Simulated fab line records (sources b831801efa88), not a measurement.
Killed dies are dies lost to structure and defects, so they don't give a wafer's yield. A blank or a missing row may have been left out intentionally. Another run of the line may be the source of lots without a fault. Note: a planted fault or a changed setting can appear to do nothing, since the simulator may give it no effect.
The same fault as seen by 2 desks :: flow gf180mcu :: each desk has only its own numbers; what lay behind them comes last

## THE METROLOGY DESK
Means of the sampled wafers that have a number, per lot and without regard to the tool the lot ran on: this is what the gauges read. If a lot's mean is further than 4 standard deviations from the usual mean, the lot is out of limits and carries the mark OUT (the distance appears in the brackets).
Columns: A = HV_LDD_CVD_56_THK at GF_HV_LDD_THK_MEAS_57, usual 89.8 nm; B = cd nm at GF_CONTACT_CD_MEAS_14, usual 219.7 nm
lot: L922
first seen here: day 12 17:09
A: 89.3
B: 220.0

lot: L929
first seen here: day 15 05:46
A: 86.3 (-4.2) OUT
B: 218.5

lot: L930
first seen here: day 15 10:28
A: 89.0
B: 220.8

lot: L935
first seen here: day 17 03:05
A: 90.1
B: 217.9

lot: L936
first seen here: day 17 11:13
A: 90.1
B: 220.2

lot: L938
first seen here: day 18 04:40
A: 90.3
B: 218.7

lot: L939
first seen here: day 18 16:02
A: 88.5
B: 219.1

lot: L941
first seen here: day 19 02:37
A: 89.2
B: 219.0

lot: L942
first seen here: day 19 16:28
A: 89.7
B: 221.2

lot: L943
first seen here: day 19 17:26
A: 91.0
B: 218.8

lot: L944
first seen here: day 20 01:58
A: 90.6
B: 220.2
This desk's finding: out of limits on L929; first on L929, day 15 05:46 (HV_LDD_CVD_56_THK at GF_HV_LDD_THK_MEAS_57). Within limits: L922, L930, L935, L936, L938, L939, L941, L942, L943, L944.

## THE TOOL OWNER'S DESK: lpcvd-01
The tool's own readings at GF_HV_LDD_CVD_56 (deposits Si3N4 from DCS/NH3, target thk 90 nm, time 1543 s): means of the sampled wafers that have a number, for each lot that ran on this tool. If a lot's mean is further than 4 standard deviations from the usual mean, the lot is out of limits and carries the mark OUT (the distance appears in the brackets).
Columns: A = spike tc centre C at GF_HV_LDD_CVD_56, usual 771.6 C; B = spike tc lower C at GF_HV_LDD_CVD_56, usual 771.0 C; C = spike tc upper C at GF_HV_LDD_CVD_56, usual 770.7 C; D = zone power centre pct at GF_HV_LDD_CVD_56, usual 13.5 %; E = zone power lower pct at GF_HV_LDD_CVD_56, usual 12.5 %
lot: L929
first seen here: day 15 04:20
A: 748.2 (-21) OUT
B: 774.1
C: 774.4
D: 7.3 (-12) OUT
E: 16.0

lot: L938
first seen here: day 18 03:14
A: 772.2
B: 772.8
C: 772.2
D: 12.9
E: 12.9

lot: L939
first seen here: day 18 14:35
A: 770.7
B: 771.4
C: 771.3
D: 13.1
E: 12.9

lot: L941
first seen here: day 19 01:11
A: 771.4
B: 771.1
C: 772.4
D: 13.6
E: 14.1

lot: L942
first seen here: day 19 15:02
A: 770.4
B: 771.1
C: 772.4
D: 13.4
E: 14.2

lot: L944
first seen here: day 20 00:32
A: 771.2
B: 771.8
C: 771.7
D: 13.4
E: 14.2
This desk finds L929 out of limits, L929 being first, at day 15 04:20 (spike tc centre C at GF_HV_LDD_CVD_56). Within limits: L938, L939, L941, L942, L944.

## PUT TOGETHER
The tool owner's desk had the chance to raise an alarm at day 15 04:20 on L929.
An alarm was possible from the metrology desk at day 15 05:46, on L929.
The lots listed all ran GF_HV_LDD_CVD_56 on lpcvd-01.

## WHAT THE SIMULATOR HAD PUT IN
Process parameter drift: lpcvd-01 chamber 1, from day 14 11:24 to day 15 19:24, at GF_HV_LDD_CVD_56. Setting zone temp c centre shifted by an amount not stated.
Lots struck among those shown: L929.
Delay (hours) between the fault's onset and each desk's first out-of-limits reading: 17 at the tool owner's desk, 18 at the metrology desk.
